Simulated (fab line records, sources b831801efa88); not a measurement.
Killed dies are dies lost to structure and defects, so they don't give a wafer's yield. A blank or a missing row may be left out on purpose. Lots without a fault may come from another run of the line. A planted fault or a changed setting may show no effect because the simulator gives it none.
A struck lot beside a sound one | flow sky130 | 18 steps out of a route of 708
Sound: wafers L649.1, L649.2, L649.6. Struck: wafers L655.2, L655.6. (L655.3 of the same lot was not struck and is left out.) The cause comes at the end.
At each step with rows: each side's tool, then ch and its chambers, then its first start. Under that, the readings that differ: sound wafers | struck wafers | difference of the means | sigmas: that difference in standard deviations of wafers without a fault.
alike: readings whose means differ by less than 2 such deviations, and words and numbers that are the same on both sides. not compared: withheld readings, readings that some wafer has no value for, bounds like >300 that may hide the same value, and numbers for which the record gives no deviation and whose values overlap.
The two part at a step that has a row with sigmas, a row that says differs or no value, or rows on one side only. Numbers that don't overlap but have no deviation are shown without sigmas and don't part them. A reading that every wafer of one side lacks parts them only if that side has two wafers or more.

first, 3 steps without rows for these wafers: SKY_VIA3_EXPOSE_09 (exposes mask VIM3, target cd 200 nm); SKY_VIA3_PEB_10; SKY_VIA3_DEVELOP_11 (develop time 60 s).
SKY_VIA3_CD_MEAS_12: target cd 200 nm.
  sound on cd_sem-01, day 41 11:31; struck on cd_sem-01, day 43 09:35
  alike: cd_nm
SKY_VIA3_OVL_MEAS_13:
  sound on overlay-02, day 41 11:38; struck on overlay-02, day 43 09:41
  alike: VIA3_OVL
SKY_VIA3_ETCH_14: etches BARC in N2/H2, stops on SiO2, time 45.9 s, target depth 60 nm.
  sound on rie_diel-01 ch 0,1,3, day 41 11:40; struck on rie_diel-01 ch 1,2, day 43 09:43
  alike: drypump_motor_current_A, oes_product_au, throttle_valve_pct
  not compared: rf_hours_counter_h
SKY_VIA3_ETCH_15: etches SiO2 in C4F8/O2/Ar, stops on TiN, target depth 507 nm, time 78 s.
  sound on rie_diel-01 ch 0,1,3, day 41 11:43; struck on rie_diel-01 ch 1,2, day 43 09:46
  alike: oes_product_au
  not compared: rf_hours_counter_h
SKY_VIA3_STRIP_16: strips in O2/N2.
  sound on plasma_asher-02 ch 0,1, day 41 11:46; struck on plasma_asher-02 ch 0, day 43 09:49
  alike: drypump_motor_current_A, oes_product_au, strip_time_to_endpoint_s
  not compared: rf_hours_counter_h
then, 3 steps without rows for these wafers: SKY_VIA3_STRIP_17 (strips in post etch residue remover, time 1200 s); SKY_VIA3_CLEAN_18 (cleans in IPA, time 180 s); SKY_VIA3_CLEAN_19 (cleans in O3/DIW).
SKY_VIA3_SPUTTER_20: material TiN, target thk 20 nm, time 80 s.
  sound on pvd_sputter-02, day 41 12:22; struck on pvd_sputter-04, day 43 10:25
  alike: throttle_valve_pct
SKY_VIA3_CVD_21: deposits W, target thk 390 nm, time 117.31 s.
  sound on cvd_w-02 ch 0,1, day 41 12:26; struck on cvd_w-02 ch 0,1, day 43 10:29
  reading                            | sound             | struck      | difference | sigmas
  model.W_of_VIA3_CVD_21.thk_nm (nm) | 391.6 383.3 384.1 | 254.9 260.2 | -128.8     |
  alike: heater_power_w
SKY_VIA3_RS_MEAS_22: measures by four-point-probe.
  sound on film_metro-02, day 41 12:33; struck on film_metro-02, day 43 10:37
  reading            | sound             | struck      | difference | sigmas
  VIA3_W_RS (ohm/sq) | 0.292 0.300 0.298 | 0.453 0.443 | +0.151     | +36
SKY_VIA3_THK_MEAS_23: measures by xrf.
  sound on film_metro-02, day 41 12:40; struck on film_metro-02, day 43 10:44
  reading         | sound       | struck  | difference | sigmas
  VIA3_W_THK (nm) | 393 382 384 | 254 260 | -129       | -18
SKY_VIA3_CMP_24: polishes, stops on SiO2, t overpolish 20 s, target thk 0 nm.
  sound on cmp-01 ch 0,1,2, day 41 12:44; struck on cmp-01 ch 2,3, day 43 10:47
  reading                | sound     | struck | difference | sigmas
  time_to_endpoint_s (s) | 101 91 91 | 65 64  | -30        | -8
  alike: motor_current_A
SKY_METAL4_SPUTTER_00: material Ti, target thk 15 nm, time 10 s.
  sound on pvd_sputter-01, day 41 13:02; struck on pvd_sputter-03, day 43 11:05
  alike: throttle_valve_pct
then, 1 step without rows for these wafers: SKY_PAD_OPEN_PROBE_99.

WHERE THEY PART
First at SKY_VIA3_RS_MEAS_22; last, within this record, at SKY_VIA3_CMP_24. Later steps at which nothing parts them and some readings are alike: SKY_METAL4_SPUTTER_00.

WHY: what the simulator had put in
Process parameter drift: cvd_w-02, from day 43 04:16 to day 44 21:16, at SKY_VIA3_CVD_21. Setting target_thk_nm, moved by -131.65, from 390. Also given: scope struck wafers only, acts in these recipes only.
